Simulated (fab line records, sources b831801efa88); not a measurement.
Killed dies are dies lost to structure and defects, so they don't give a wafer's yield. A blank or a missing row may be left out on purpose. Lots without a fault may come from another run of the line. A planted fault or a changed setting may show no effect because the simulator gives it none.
fab line records | flow sky130
record lots=5 wafers=15 last_day=50
route steps=708 shown SONOS_ONO@180 GATE_OXIDE@187 POLY_GATE@204 RES_PROTECT@206
lots that met no fault: from a run of the same line without faults
start_h: hours from the record's first day to the start of the lot's first wafer shown | wait_h: hours since the lot's step before | " the same as in the row above | L1.1+2: a row that stands for several wafers | - no value, or no start given | * or withheld: withheld | < > ~ a bound
route shown NAME@n: a module of which the file shows steps, and the number in the route of the first | usual: mean/standard deviation of fault-free wafers | same: alike in all rows | chamber/n: place in a boat | sites: the reading at each site | _std_site: their standard deviation | _edge_site: outer sites' mean less inner sites' | radius_mm: how far each site lies from the wafer's centre | mask NAME#n: copy n | behind: the tool/chamber that last shaped the wafer | hold: why the lot was held/for how many hours/how that ended | device: the transistor (n, p or np) that didn't switch | end of line: the same wafers' tests at the end of the route | a step without rows: its recipe alone | killed: dies lost to structure and defects at the first sort, not the wafer's yield | map: a wafer's dies, x killed, . not, _ none there
set.NAME: the setting as run; set.NAME@STEP: as run at that earlier step | model.NAME: the simulator's own value behind a step, which no gauge read
lots at some steps of the route; a table a step, a row a wafer
services: from which hour (start_h, from the record's first day; less than 0 if before it) a tool's chamber was out of use, for how many hours, and why
## steps
# step SKY_SONOS_ONO_DEVELOP_12
# recipe develop_time_s=60 dev_temp_c=23
# usual chill_plate_temp_C=23.00/0.095
# columns lot.wafer tool chamber start_h wait_h chill_plate_temp_C
L080.3 litho_track-01 0 329.33 0.1 22.99
L080.4 " 0 " " 23.07
L080.6 " 0 " " 22.94
L081.2 litho_track-02 0 334.19 0.1 22.95
L081.4 " 0 " " 22.90
L081.5 " 0 " " 22.87
L090.1 litho_track-01 0 403.93 0.1 22.97
L090.4 " 0 " " 22.95
L090.5 " 0 " " 23.05
L091.1 litho_track-02 0 411.16 0.1 22.95
L091.4 " 0 " " 22.96
L091.6 " 0 " " 22.93
L097.1 litho_track-02 0 468.11 0.1 23.16
L097.3 " 0 " " 23.08
L097.6 " 0 " " 23.07
# step SKY_SONOS_ONO_CD_MEAS_13
# recipe target_cd_nm=410
# usual cd_nm=409.7/2.2
# columns lot.wafer tool chamber start_h wait_h cd_nm
L080.3 cd_sem-02 - 329.47 0.1 412.2
L080.4 " - " " 411.3
L080.6 " - " " 411.9
L081.2 cd_sem-01 - 334.33 0.1 407.9
L081.4 " - " " 409.4
L081.5 " - " " 409.1
L090.1 cd_sem-01 - 404.08 0.1 413.5
L090.4 " - " " 411.6
L090.5 " - " " 411.0
L091.1 cd_sem-01 - 411.31 0.1 407.2
L091.4 " - " " 410.0
L091.6 " - " " 407.3
L097.1 cd_sem-01 - 468.26 0.1 409.8
L097.3 " - " " 409.0
L097.6 " - " " 410.0
# step SKY_SONOS_ONO_OVL_MEAS_14
# usual SONOS_ONO_OVL=0.6/1.6
# columns lot.wafer tool chamber start_h wait_h SONOS_ONO_OVL[nm]
L080.3 overlay-02 - 329.56 0.1 1.0
L080.4 " - " " 1.1
L080.6 " - " " -0.3
L081.2 overlay-01 - 334.44 0.1 -0.3
L081.4 " - " " 0.7
L081.5 " - " " -0.3
L090.1 overlay-01 - 404.20 0.1 -0.9
L090.4 " - " " 0.6
L090.5 " - " " -0.9
L091.1 overlay-01 - 411.43 0.1 0.2
L091.4 " - " " 0.4
L091.6 " - " " -0.5
L097.1 overlay-01 - 468.38 0.1 -1.0
L097.3 " - " " -1.0
L097.6 " - " " -0.8
# step SKY_SONOS_ONO_ETCH_15
# recipe target_depth_nm=19.52 chemistry=CHF3/O2 source_w=600 bias_w=200 pressure_mtorr=40 chf3_flow_sccm=50 O2_flow_sccm=5 time_s=7.8
# usual drypump_motor_current_A=5.8/0.41 oes_product_au=1.001/0.0078 throttle_valve_pct=8.825/0.0094
# same time_s=7.8
# columns lot.wafer tool chamber start_h wait_h drypump_motor_current_A oes_product_au rf_hours_counter_h throttle_valve_pct
L080.3 rie_diel-04 2 329.58 0.0 5.6 0.985 3 8.814
L080.4 " 0 " " 6.0 1.000 29 8.831
L080.6 " 1 " " 5.5 1.004 - 8.823
L081.2 rie_diel-02 3 334.47 0.0 6.0 1.003 55 8.821
L081.4 " 2 " " 6.1 1.001 104 8.822
L081.5 " 3 " " 5.9 0.998 - 8.816
L090.1 rie_diel-02 2 404.23 0.0 6.2 0.997 105 8.811
L090.4 " 3 " " 5.9 1.001 56 8.837
L090.5 " 3 " " 5.9 0.996 - 8.820
L091.1 rie_diel-02 3 411.47 0.0 6.0 0.996 56 8.808
L091.4 " 2 " " 6.2 1.005 105 8.812
L091.6 " 3 " " 6.0 1.004 - 8.815
L097.1 rie_diel-01 2 468.42 0.0 6.7 1.010 3 8.822
L097.3 " 3 " " 5.6 1.008 86 8.829
L097.6 " 2 " " 6.7 1.006 - 8.831
# step SKY_SONOS_ONO_WET_ETCH_16
# recipe chemistry=dHF target_depth_nm=14 dry=n2_spin target=SiO2 dilution=100:1 temp_c=25 time_s=280
# same time_s=280
# columns lot.wafer tool chamber start_h wait_h
L080.3+4+6 wet_bench-02 1 329.60 0.0
L081.2+4+5 wet_bench-03 0 334.49 0.0
L090.1+4+5 wet_bench-02 0 404.25 0.0
L091.1+4+6 wet_bench-03 3 411.49 0.0
L097.1+3+6 wet_bench-03 0 468.44 0.0
# step SKY_SONOS_ONO_STRIP_17
# recipe chemistry=O2/N2 power_w=1400 pressure_mtorr=1500 platen_temp_c=withheld o2_flow_sccm=3000 n2_flow_sccm=300 overash_fraction=0.5
# usual drypump_motor_current_A=5.20/0.26 oes_product_au=0.709/0.0045 strip_time_to_endpoint_s=14.10/0.037
# columns lot.wafer tool chamber start_h wait_h drypump_motor_current_A oes_product_au rf_hours_counter_h strip_time_to_endpoint_s
L080.3 plasma_asher-04 1 329.73 0.0 5.39 0.707 - 14.07
L080.4 " 0 " " 5.11 0.712 - 14.09
L080.6 " 1 " " 5.38 0.712 - 14.05
L081.2 plasma_asher-01 0 334.58 0.0 5.05 0.713 67 14.07
L081.4 " 1 " " 5.03 0.707 - 14.08
L081.5 " 0 " " 5.06 0.702 - 14.13
L090.1 plasma_asher-01 1 404.35 0.0 5.01 0.708 74 14.17
L090.4 " 0 " " 5.08 0.708 - 14.16
L090.5 " 1 " " 5.02 0.714 - 14.15
L091.1 plasma_asher-04 1 411.59 0.0 5.41 0.717 27 14.13
L091.4 " 0 " " 5.11 0.712 - 14.13
L091.6 " 0 " " 5.12 0.710 - 14.13
L097.1 plasma_asher-02 1 468.53 0.0 5.69 0.705 66 14.10
L097.3 " 1 " " 5.66 0.705 - 14.09
L097.6 " 0 " " 4.94 0.708 - 14.10
# step SKY_SONOS_ONO_WET_ETCH_18
# recipe chemistry=H3PO4 target_depth_nm=15 target=Si3N4 temp_c=160 time_s=172
# same time_s=172
# columns lot.wafer tool chamber start_h wait_h
L080.3+4+6 wet_bench-03 3 329.80 0.0
L081.2+4+5 wet_bench-02 1 334.68 0.1
L090.1+4+5 wet_bench-02 3 404.45 0.1
L091.1+4+6 wet_bench-02 0 411.69 0.1
L097.1+3+6 wet_bench-04 2 468.63 0.1
# step SKY_GATE_OXIDE_CLEAN_00
# recipe chemistry=SC1/SC2 mix=1:4:20 temp_c=70 time_s=150 dry=n2_spin
# same time_s=150
# columns lot.wafer tool chamber start_h wait_h
L080.3+4+6 wet_bench-04 2 329.86 0.0
L081.2+4+5 wet_bench-03 3 334.73 0.0
L090.1+4+5 wet_bench-02 3 404.51 0.0
L091.1+4+6 wet_bench-03 2 411.75 0.0
L097.1+3+6 wet_bench-02 0 468.69 0.0
# step SKY_GATE_OXIDE_OXIDATION_01
# recipe temp_c=900 ambient=O2 stabilise_s=600 purge_s=300 target_thk_a=102.68 ox_time_s=1473
# usual zone_power_upper_pct=17.6/0.31
# columns lot.wafer tool chamber start_h wait_h zone_power_upper_pct
L080.3 furnace-01 0 331.51 1.6 17.2
L080.4 " 0 " " 17.6
L080.6 " 0 " " 17.5
L081.2 furnace-01 0 335.44 0.7 17.1
L081.4 " 0 " " 17.2
L081.5 " 0 " " 17.2
L090.1 furnace-01 0 408.63 4.1 17.4
L090.4 " 0 " " 17.2
L090.5 " 0 " " 17.4
L091.1 furnace-01 0 418.38 6.6 17.6
L091.4 " 0 " " 17.3
L091.6 " 0 " " 17.6
L097.1 furnace-01 0 468.74 0.0 17.3
L097.3 " 0 " " 17.8
L097.6 " 0 " " 17.4
# step SKY_GATE_OXIDE_THK_MEAS_02
# recipe reads=SiO2_of_GATE_OXIDE_OXIDATION_01
# usual GATE_OXIDE_OXIDATION_00_THK=10.42/0.16
# columns lot.wafer tool chamber start_h wait_h GATE_OXIDE_OXIDATION_00_THK[nm]
L080.3 film_metro-01 - 332.94 0.0 10.34
L080.4 " - " " 10.35
L080.6 " - " " 10.29
L081.2 film_metro-02 - 336.86 0.0 10.38
L081.4 " - " " 10.52
L081.5 " - " " 10.51
L090.1 film_metro-02 - 410.04 0.0 10.50
L090.4 " - " " 10.41
L090.5 " - " " 10.65
L091.1 film_metro-01 - 419.79 0.0 10.16
L091.4 " - " " 10.35
L091.6 " - " " 10.16
L097.1 film_metro-03 - 470.15 0.0 10.46
L097.3 " - " " 10.58
L097.6 " - " " 10.63
# step SKY_GATE_OXIDE_DEHYDRATE_03
# recipe temp_c=200 time_s=60
# usual chill_plate_temp_C=22.99/0.11
# same time_s=60
# columns lot.wafer tool chamber start_h wait_h chill_plate_temp_C
L080.3 litho_track-03 0 344.92 12.0 22.90
L080.4 " 0 " " 22.95
L080.6 " 0 " " 22.86
L081.2 litho_track-03 0 349.04 12.2 22.92
L081.4 " 0 " " 23.10
L081.5 " 0 " " 23.00
L090.1 litho_track-04 0 424.36 14.3 22.92
L090.4 " 0 " " 22.85
L090.5 " 0 " " 23.01
L091.1 litho_track-03 0 433.87 14.1 22.99
L091.4 " 0 " " 23.00
L091.6 " 0 " " 23.16
L097.1 litho_track-03 0 485.57 15.4 23.06
L097.3 " 0 " " 23.27
L097.6 " 0 " " 23.25
# step SKY_GATE_OXIDE_HMDS_04
# recipe prime_time_s=60 prime_temp_c=120
# usual chill_plate_temp_C=23.00/0.1 prime_temp_c=120.01/0.15
# columns lot.wafer tool chamber start_h wait_h chill_plate_temp_C prime_temp_c
L080.3 litho_track-03 0 345.07 0.1 22.83 120.18
L080.4 " 0 " " 22.79 120.06
L080.6 " 0 " " 23.03 120.14
L081.2 litho_track-03 0 349.19 0.1 22.95 120.08
L081.4 " 0 " " 22.85 120.00
L081.5 " 0 " " 23.00 120.03
L090.1 litho_track-04 0 424.51 0.1 23.06 120.21
L090.4 " 0 " " 23.12 120.16
L090.5 " 0 " " 23.00 120.44
L091.1 litho_track-03 0 434.02 0.1 23.17 119.95
L091.4 " 0 " " 23.13 120.03
L091.6 " 0 " " 22.99 119.82
L097.1 litho_track-03 0 485.72 0.1 23.03 120.00
L097.3 " 0 " " 22.98 120.11
L097.6 " 0 " " 23.22 119.86
# step SKY_GATE_OXIDE_COAT_05
# recipe resist=NOVOLAK spin_rpm=3000 resist_thk_nm=1140
# usual chill_plate_temp_C=23.00/0.097
# columns lot.wafer tool chamber start_h wait_h chill_plate_temp_C
L080.3 litho_track-03 0 345.22 0.1 22.80
L080.4 " 0 " " 22.88
L080.6 " 0 " " 22.85
L081.2 litho_track-03 0 349.34 0.1 22.84
L081.4 " 0 " " 22.95
L081.5 " 0 " " 23.15
L090.1 litho_track-04 0 424.66 0.1 22.93
L090.4 " 0 " " 22.92
L090.5 " 0 " " 23.02
L091.1 litho_track-03 0 434.17 0.1 22.99
L091.4 " 0 " " 22.87
L091.6 " 0 " " 22.83
L097.1 litho_track-03 0 485.87 0.1 23.03
L097.3 " 0 " " 22.90
L097.6 " 0 " " 22.81
# step SKY_GATE_OXIDE_SOFTBAKE_06
# recipe temp_c=90 time_s=60 resist=NOVOLAK
# usual chill_plate_temp_C=23.00/0.1
# same time_s=60
# columns lot.wafer tool chamber start_h wait_h chill_plate_temp_C
L080.3 litho_track-03 0 345.37 0.1 22.95
L080.4 " 0 " " 22.94
L080.6 " 0 " " 22.88
L081.2 litho_track-03 0 349.49 0.1 22.85
L081.4 " 0 " " 22.91
L081.5 " 0 " " 22.95
L090.1 litho_track-04 0 424.81 0.1 23.10
L090.4 " 0 " " 22.98
L090.5 " 0 " " 23.07
L091.1 litho_track-03 0 434.32 0.1 23.26
L091.4 " 0 " " 23.11
L091.6 " 0 " " 23.15
L097.1 litho_track-03 0 486.02 0.1 23.10
L097.3 " 0 " " 23.06
L097.6 " 0 " " 23.20
# step SKY_GATE_OXIDE_EXPOSE_07
# recipe mask_id=LVOM na=0.6 source_shape=conventional sigma_outer=0.6 polarization=unpolarized target_cd_nm=600 dose_mj=170
# usual stage_vel_mm_s=499.97/0.23
# columns lot.wafer tool chamber start_h wait_h mask stage_vel_mm_s
L080.3 iline_stepper-02 0 - - LVOM#0 499.82
L080.4 " 0 " " LVOM#0 499.92
L080.6 " 0 " " LVOM#0 499.97
L081.2 iline_stepper-02 0 - - LVOM#0 499.71
L081.4 " 0 " " LVOM#0 499.56
L081.5 " 0 " " LVOM#0 499.94
L090.1 iline_stepper-02 0 - - LVOM#0 499.79
L090.4 " 0 " " LVOM#0 499.92
L090.5 " 0 " " LVOM#0 500.27
L091.1 iline_stepper-01 0 - - LVOM#0 499.82
L091.4 " 0 " " LVOM#0 499.80
L091.6 " 0 " " LVOM#0 499.90
L097.1 iline_stepper-01 0 - - LVOM#0 500.01
L097.3 " 0 " " LVOM#0 499.84
L097.6 " 0 " " LVOM#0 500.00
# step SKY_GATE_OXIDE_PEB_08
# recipe temp_c=withheld time_s=* resist=NOVOLAK
# usual chill_plate_temp_C=*
# same time_s=*
# columns lot.wafer tool chamber start_h wait_h chill_plate_temp_C
L080.3 litho_track-01 0 - - *
L080.4 " 0 " " *
L080.6 " 0 " " *
L081.2 litho_track-04 0 - - *
L081.4 " 0 " " *
L081.5 " 0 " " *
L090.1 litho_track-03 0 - - *
L090.4 " 0 " " *
L090.5 " 0 " " *
L091.1 litho_track-03 0 - - *
L091.4 " 0 " " *
L091.6 " 0 " " *
L097.1 litho_track-03 0 - - *
L097.3 " 0 " " *
L097.6 " 0 " " *
# step SKY_GATE_OXIDE_DEVELOP_09
# recipe resist=NOVOLAK developer=TMAH develop_time_s=60 dev_temp_c=23
# usual chill_plate_temp_C=22.99/0.092
# columns lot.wafer tool chamber start_h wait_h chill_plate_temp_C
L080.3 litho_track-01 0 358.58 0.1 22.88
L080.4 " 0 " " 22.91
L080.6 " 0 " " 23.04
L081.2 litho_track-04 0 361.53 0.1 22.90
L081.4 " 0 " " 23.04
L081.5 " 0 " " 23.00
L090.1 litho_track-03 0 439.02 0.1 23.07
L090.4 " 0 " " 23.06
L090.5 " 0 " " 23.12
L091.1 litho_track-03 0 449.42 0.1 22.98
L091.4 " 0 " " 22.93
L091.6 " 0 " " 23.00
L097.1 litho_track-03 0 500.37 0.1 23.05
L097.3 " 0 " " 23.13
L097.6 " 0 " " 23.13
# step SKY_GATE_OXIDE_OVL_MEAS_10
# usual GATE_OXIDE_OVL=0.2/1.5
# columns lot.wafer tool chamber start_h wait_h GATE_OXIDE_OVL[nm]
L080.3 overlay-01 - 358.69 0.1 3.8
L080.4 " - " " 2.8
L080.6 " - " " 3.8
L081.2 overlay-01 - 361.66 0.1 1.9
L081.4 " - " " -1.1
L081.5 " - " " 0.6
L090.1 overlay-02 - 439.17 0.1 2.0
L090.4 " - " " 1.6
L090.5 " - " " -1.0
L091.1 overlay-02 - 449.57 0.1 2.0
L091.4 " - " " 1.5
L091.6 " - " " 0.0
L097.1 overlay-02 - 500.52 0.1 3.3
L097.3 " - " " 2.2
L097.6 " - " " 3.0
# step SKY_GATE_OXIDE_IMPLANT_11
# recipe species=B energy_kev=10 dose_cm2=2.6e+12 tilt_deg=withheld
# usual beam_energy_keV=10.000/0.0033
# columns lot.wafer tool chamber start_h wait_h beam_energy_keV
L080.3 implanter-04 0 358.76 0.1 10.000
L080.4 " 0 " " 9.998
L080.6 " 0 " " 9.999
L081.2 implanter-04 0 361.72 0.0 10.001
L081.4 " 0 " " 10.001
L081.5 " 0 " " 10.002
L090.1 implanter-01 0 439.20 0.0 9.999
L090.4 " 0 " " 9.997
L090.5 " 0 " " 9.993
L091.1 implanter-01 0 449.60 0.0 10.005
L091.4 " 0 " " 9.999
L091.6 " 0 " " 10.002
L097.1 implanter-04 0 500.55 0.0 10.000
L097.3 " 0 " " 9.997
L097.6 " 0 " " 9.996
# step SKY_GATE_OXIDE_WET_ETCH_12
# recipe chemistry=dHF target_depth_nm=16.8 dry=n2_spin target=SiO2 dilution=100:1 temp_c=25 time_s=336
# same time_s=336
# columns lot.wafer tool chamber start_h wait_h
L080.3+4+6 wet_bench-03 3 358.86 0.1
L081.2+4+5 wet_bench-02 2 361.84 0.1
L090.1+4+5 wet_bench-04 2 439.35 0.1
L091.1+4+6 wet_bench-04 1 449.75 0.1
L097.1+3+6 wet_bench-02 1 500.71 0.1
# step SKY_GATE_OXIDE_STRIP_13
# recipe chemistry=O2/N2 power_w=1400 pressure_mtorr=1500 platen_temp_c=withheld o2_flow_sccm=3000 n2_flow_sccm=300 overash_fraction=0.5
# usual drypump_motor_current_A=5.3/0.4 oes_product_au=0.716/0.0045 strip_time_to_endpoint_s=14.18/0.038
# columns lot.wafer tool chamber start_h wait_h drypump_motor_current_A oes_product_au rf_hours_counter_h strip_time_to_endpoint_s
L080.3 plasma_asher-02 1 359.01 0.0 5.7 0.718 - 14.20
L080.4 " 0 " " 4.9 0.721 - 14.20
L080.6 " 1 " " 5.7 0.714 - 14.24
L081.2 plasma_asher-03 0 362.05 0.0 6.1 0.712 67 14.20
L081.4 " 0 " " 6.1 0.718 - 14.14
L081.5 " 0 " " 6.1 0.710 - 14.20
L090.1 plasma_asher-03 1 439.46 0.0 5.3 0.715 74 14.14
L090.4 " 1 " " 5.3 0.716 - 14.17
L090.5 " 0 " " 6.1 0.718 - 14.20
L091.1 plasma_asher-01 0 449.86 0.0 5.1 0.721 1 14.21
L091.4 " 1 " " 5.0 0.719 - 14.26
L091.6 " 0 " " 5.1 0.719 - 14.24
L097.1 plasma_asher-03 0 500.82 0.0 6.1 0.709 81 14.21
L097.3 " 1 " " 5.3 0.723 - 14.22
L097.6 " 1 " " 5.3 0.724 - 14.22
# step SKY_GATE_OXIDE_TW_MEAS_14
# usual GATE_OXIDE_TW=224.4/1.2
# columns lot.wafer tool chamber start_h wait_h GATE_OXIDE_TW
L080.3 film_metro-03 - 359.09 0.1 225.4
L080.4 " - " " 225.5
L080.6 " - " " 224.2
L081.2 film_metro-03 - 362.16 0.1 224.1
L081.4 " - " " 226.3
L081.5 " - " " 226.4
L090.1 film_metro-02 - 439.56 0.1 223.4
L090.4 " - " " 223.3
L090.5 " - " " 223.1
L091.1 film_metro-02 - 449.96 0.1 223.5
L091.4 " - " " 223.5
L091.6 " - " " 223.4
L097.1 film_metro-02 - 500.92 0.1 223.3
L097.3 " - " " 223.5
L097.6 " - " " 223.8
# step SKY_GATE_OXIDE_CLEAN_15
# recipe chemistry=SC1/SC2 mix=1:4:20 temp_c=70 time_s=150 dry=n2_spin
# same time_s=150
# columns lot.wafer tool chamber start_h wait_h
L080.3+4+6 wet_bench-02 1 359.13 0.0
L081.2+4+5 wet_bench-03 0 362.21 0.0
L090.1+4+5 wet_bench-04 1 439.62 0.1
L091.1+4+6 wet_bench-02 0 450.02 0.1
L097.1+3+6 wet_bench-02 0 500.98 0.1
# step SKY_GATE_OXIDE_OXIDATION_16
# recipe temp_c=800 ambient=O2 idle_temp_c=700 ramp_up_c_per_min=10 ramp_down_c_per_min=3 stabilise_s=600 purge_s=300 target_thk_a=35.7 ox_time_s=1915
# usual zone_power_upper_pct=13.69/0.25
# columns lot.wafer tool chamber start_h wait_h zone_power_upper_pct
L080.3 furnace-01 0 360.15 0.9 13.46
L080.4 " 0 " " 13.45
L080.6 " 0 " " 13.61
L081.2 furnace-02 0 365.08 2.8 14.00
L081.4 " 0 " " 13.84
L081.5 " 0 " " 13.92
L090.1 furnace-01 0 447.55 7.9 13.26
L090.4 " 0 " " 13.53
L090.5 " 0 " " 13.72
L091.1 furnace-02 0 454.47 4.4 13.93
L091.4 " 0 " " 14.10
L091.6 " 0 " " 13.98
L097.1 furnace-02 0 501.43 0.4 13.82
L097.3 " 0 " " 14.02
L097.6 " 0 " " 13.85
# step SKY_POLY_GATE_CVD_00
# recipe material=poly-Si target_thk_nm=180 temp_c=620 time_s=720 pressure_mtorr=200
# usual zone_power_upper_pct=8.81/0.094
# same time_s=720
# columns lot.wafer tool chamber start_h wait_h zone_power_upper_pct
L080.3 lpcvd-01 1 361.68 0.0 8.79
L080.4 " 1 " " 8.93
L080.6 " 1 " " 8.95
L081.2 lpcvd-01 0 366.61 0.0 8.74
L081.4 " 0 " " 8.71
L081.5 " 0 " " 8.80
L090.1 lpcvd-01 1 449.08 0.0 8.90
L090.4 " 1 " " 8.99
L090.5 " 1 " " 9.01
L091.1 lpcvd-01 0 456.01 0.0 8.74
L091.4 " 0 " " 8.81
L091.6 " 0 " " 8.72
L097.1 lpcvd-01 0 503.66 0.7 8.81
L097.3 " 0 " " 8.85
L097.6 " 0 " " 8.83
# step SKY_POLY_GATE_THK_MEAS_01
# recipe reads=poly-Si_of_POLY_GATE_CVD_00
# usual POLY_GATE_CVD_00_THK=180.0/1.3
# columns lot.wafer tool chamber start_h wait_h POLY_GATE_CVD_00_THK[nm]
L080.3 film_metro-04 - 363.50 0.0 179.7
L080.4 " - " " 179.7
L080.6 " - " " 178.5
L081.2 film_metro-03 - 368.42 0.0 180.8
L081.4 " - " " 181.1
L081.5 " - " " 181.0
L090.1 film_metro-04 - 450.28 0.0 178.6
L090.4 " - " " 178.4
L090.5 " - " " 178.7
L091.1 film_metro-04 - 457.21 0.0 178.9
L091.4 " - " " 178.0
L091.6 " - " " 178.9
L097.1 film_metro-04 - 504.86 0.0 179.6
L097.3 " - " " 177.7
L097.6 " - " " 177.1
# step SKY_RES_PROTECT_DEHYDRATE_00
# recipe temp_c=200 time_s=60
# usual chill_plate_temp_C=22.99/0.11
# same time_s=60
# columns lot.wafer tool chamber start_h wait_h chill_plate_temp_C
L080.3 litho_track-02 0 377.96 14.5 23.13
L080.4 " 0 " " 22.95
L080.6 " 0 " " 22.95
L081.2 litho_track-02 0 382.79 14.4 22.99
L081.4 " 0 " " 22.79
L081.5 " 0 " " 22.73
L090.1 litho_track-01 0 463.68 13.4 23.18
L090.4 " 0 " " 22.95
L090.5 " 0 " " 22.84
L091.1 litho_track-01 0 472.28 15.1 23.05
L091.4 " 0 " " 23.14
L091.6 " 0 " " 23.08
L097.1 litho_track-03 0 519.82 14.9 23.05
L097.3 " 0 " " 22.98
L097.6 " 0 " " 23.03
# step SKY_RES_PROTECT_HMDS_01
# recipe prime_time_s=60 prime_temp_c=120
# usual chill_plate_temp_C=22.99/0.11 prime_temp_c=120.01/0.15
# columns lot.wafer tool chamber start_h wait_h chill_plate_temp_C prime_temp_c
L080.3 litho_track-02 0 378.11 0.1 22.80 120.21
L080.4 " 0 " " 22.87 120.18
L080.6 " 0 " " 22.78 120.07
L081.2 litho_track-02 0 382.94 0.1 22.95 119.97
L081.4 " 0 " " 23.04 119.92
L081.5 " 0 " " 23.08 119.83
L090.1 litho_track-01 0 463.83 0.1 22.94 120.10
L090.4 " 0 " " 22.92 120.04
L090.5 " 0 " " 23.00 120.10
L091.1 litho_track-01 0 472.43 0.1 22.95 120.08
L091.4 " 0 " " 22.96 120.22
L091.6 " 0 " " 23.15 120.13
L097.1 litho_track-03 0 519.97 0.1 23.03 120.17
L097.3 " 0 " " 23.26 120.06
L097.6 " 0 " " 23.01 119.89
# step SKY_RES_PROTECT_COAT_02
# recipe resist=NOVOLAK spin_rpm=3000 resist_thk_nm=1140
# usual chill_plate_temp_C=22.99/0.12
# columns lot.wafer tool chamber start_h wait_h chill_plate_temp_C
L080.3 litho_track-02 0 378.26 0.1 23.04
L080.4 " 0 " " 23.27
L080.6 " 0 " " 23.03
L081.2 litho_track-02 0 383.09 0.1 22.89
L081.4 " 0 " " 22.83
L081.5 " 0 " " 23.04
L090.1 litho_track-01 0 463.98 0.1 22.98
L090.4 " 0 " " 23.00
L090.5 " 0 " " 22.96
L091.1 litho_track-01 0 472.58 0.1 22.95
L091.4 " 0 " " 22.91
L091.6 " 0 " " 22.95
L097.1 litho_track-03 0 520.12 0.1 22.78
L097.3 " 0 " " 22.84
L097.6 " 0 " " 22.97
# step SKY_RES_PROTECT_SOFTBAKE_03
# recipe temp_c=90 time_s=60 resist=NOVOLAK
# usual chill_plate_temp_C=23.00/0.12
# same time_s=60
# columns lot.wafer tool chamber start_h wait_h chill_plate_temp_C
L080.3 litho_track-02 0 378.41 0.1 22.77
L080.4 " 0 " " 22.98
L080.6 " 0 " " 23.05
L081.2 litho_track-02 0 383.24 0.1 22.96
L081.4 " 0 " " 22.89
L081.5 " 0 " " 22.81
L090.1 litho_track-01 0 464.13 0.1 23.01
L090.4 " 0 " " 22.99
L090.5 " 0 " " 23.11
L091.1 litho_track-01 0 472.73 0.1 22.95
L091.4 " 0 " " 22.75
L091.6 " 0 " " 22.91
L097.1 litho_track-03 0 520.27 0.1 22.84
L097.3 " 0 " " 22.90
L097.6 " 0 " " 23.17
# step SKY_RES_PROTECT_EXPOSE_04
# recipe mask_id=RPM na=0.6 source_shape=conventional sigma_outer=0.6 polarization=unpolarized target_cd_nm=1270 dose_mj=131
# usual stage_vel_mm_s=500.00/0.26
# columns lot.wafer tool chamber start_h wait_h mask stage_vel_mm_s
L080.3 iline_stepper-01 0 - - RPM#0 499.83
L080.4 " 0 " " RPM#0 499.50
L080.6 " 0 " " RPM#0 500.03
L081.2 iline_stepper-02 0 - - RPM#0 499.74
L081.4 " 0 " " RPM#0 500.03
L081.5 " 0 " " RPM#0 500.05
L090.1 iline_stepper-02 0 - - RPM#0 500.15
L090.4 " 0 " " RPM#0 499.60
L090.5 " 0 " " RPM#0 500.35
L091.1 iline_stepper-02 0 - - RPM#0 499.68
L091.4 " 0 " " RPM#0 500.06
L091.6 " 0 " " RPM#0 499.52
L097.1 iline_stepper-01 0 - - RPM#0 500.13
L097.3 " 0 " " RPM#0 500.30
L097.6 " 0 " " RPM#0 499.82
# step SKY_RES_PROTECT_PEB_05
# recipe temp_c=withheld time_s=* resist=NOVOLAK
# usual chill_plate_temp_C=*
# same time_s=*
# columns lot.wafer tool chamber start_h wait_h chill_plate_temp_C
L080.3 litho_track-03 0 - - *
L080.4 " 0 " " *
L080.6 " 0 " " *
L081.2 litho_track-01 0 - - *
L081.4 " 0 " " *
L081.5 " 0 " " *
L090.1 litho_track-03 0 - - *
L090.4 " 0 " " *
L090.5 " 0 " " *
L091.1 litho_track-02 0 - - *
L091.4 " 0 " " *
L091.6 " 0 " " *
L097.1 litho_track-02 0 - - *
L097.3 " 0 " " *
L097.6 " 0 " " *
# step SKY_RES_PROTECT_DEVELOP_06
# recipe resist=NOVOLAK developer=TMAH develop_time_s=60 dev_temp_c=23
# usual chill_plate_temp_C=22.98/0.099
# columns lot.wafer tool chamber start_h wait_h chill_plate_temp_C
L080.3 litho_track-03 0 392.82 0.1 23.00
L080.4 " 0 " " 22.95
L080.6 " 0 " " 23.10
L081.2 litho_track-01 0 396.60 0.1 22.76
L081.4 " 0 " " 22.98
L081.5 " 0 " " 22.93
L090.1 litho_track-03 0 480.12 0.1 22.82
L090.4 " 0 " " 22.90
L090.5 " 0 " " 23.01
L091.1 litho_track-02 0 487.81 0.1 22.94
L091.4 " 0 " " 22.93
L091.6 " 0 " " 22.87
L097.1 litho_track-02 0 534.71 0.1 22.91
L097.3 " 0 " " 22.90
L097.6 " 0 " " 22.85
# step SKY_POLY_GATE_IMPLANT_02
# recipe species=P energy_kev=30 dose_cm2=7.7e+15 tilt_deg=0
# usual beam_energy_keV=29.999/0.0089
# columns lot.wafer tool chamber start_h wait_h beam_energy_keV
L080.3 implanter-03 0 392.97 0.1 30.010
L080.4 " 0 " " 30.009
L080.6 " 0 " " 30.003
L081.2 implanter-02 0 396.75 0.1 30.004
L081.4 " 0 " " 29.994
L081.5 " 0 " " 29.993
L090.1 implanter-04 0 480.27 0.1 29.980
L090.4 " 0 " " 29.973
L090.5 " 0 " " 29.982
L091.1 implanter-02 0 487.96 0.1 30.007
L091.4 " 0 " " 30.003
L091.6 " 0 " " 30.004
L097.1 implanter-04 0 534.86 0.1 30.006
L097.3 " 0 " " 29.983
L097.6 " 0 " " 29.993
## services
# columns tool chamber start_h hours kind
furnace-02 - 308.37 4.8 pm
iline_stepper-01 - 310.56 16.8 repair
furnace-01 - 324.22 3.2 pm
wet_bench-02 - 335.25 4.8 repair
rie_diel-02 2 342.58 30.8 repair
rie_diel-02 1 351.82 3.1 repair
rie_diel-02 3 358.43 6.6 repair
furnace-02 - 378.38 6.0 repair
iline_stepper-01 - 381.33 4.4 pm
iline_stepper-02 - 385.78 4.4 pm
furnace-02 - 388.36 3.8 pm
furnace-02 - 395.15 54.1 pm
lpcvd-01 - 401.84 0.3 repair
plasma_asher-03 - 413.24 0.7 repair
plasma_asher-01 - 421.25 9.0 pm
rie_diel-02 3 433.31 14.5 repair
furnace-01 - 450.58 3.9 pm
iline_stepper-02 - 456.77 1.7 pm
wet_bench-04 - 477.74 2.5 repair
wet_bench-04 - 490.32 3.4 repair
furnace-01 - 491.08 3.1 pm
wet_bench-03 - 494.53 6.6 repair
iline_stepper-01 - 496.48 1.7 pm
implanter-04 - 522.90 3.7 pm
## key
fault none
